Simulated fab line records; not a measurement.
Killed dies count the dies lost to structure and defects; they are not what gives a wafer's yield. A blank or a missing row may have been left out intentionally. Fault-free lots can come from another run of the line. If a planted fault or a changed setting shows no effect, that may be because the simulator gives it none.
Matching of chambers -- flow sfqLine -- 4 sister chambers for SFQ_TRILAYER_I7_VIA_BARC_OPEN_VIA_ETCH_260 on rieDiel-02
The step etches BARC in O2, target depth 125 nm, time 41.7 s. 4 wafers are shown with their chamber, then 7 later ones without.

WAFERS PAIRED WITH THEIR CHAMBERS
wafer,chamber,drypumpMotorCurrentA (A)
L705.2,2,6.4
L706.5,1,5.0
L707.2,0,6.0
L707.4,3,6.3

WAFERS WHOSE CHAMBER IS MISSING
wafer,drypumpMotorCurrentA (A)
L707.6,6.3
L708.1,6.3
L708.5,5.0
L708.6,6.1
L709.1,5.0
L709.5,6.3
L709.6,6.0

WHICH CHAMBER EACH WENT THROUGH
wafer,from the rows above,in truth
L707.6,3,3
L708.1,3,3
L708.5,1,1
L708.6,0,0
L709.1,1,1
L709.5,3,3
L709.6,0,0
Correct placement for 7 of the 7. Number that these rows cannot place: 0. Number placed wrongly: 0.
How it was worked out, from the rows above alone: a wafer's distance from a chamber is the root of the sum, over the readings, of the square of ((its reading less the chamber's mean) divided by the reading's scatter). If the next closest chamber is less than 2 further off than the closest, the wafer can't be placed; otherwise it belongs to the closest. Each chamber's mean is taken over the wafers shown for it. The scatter: root of mean squared gap, hidden wafer to nearest shown wafer, with one shown wafer a chamber.
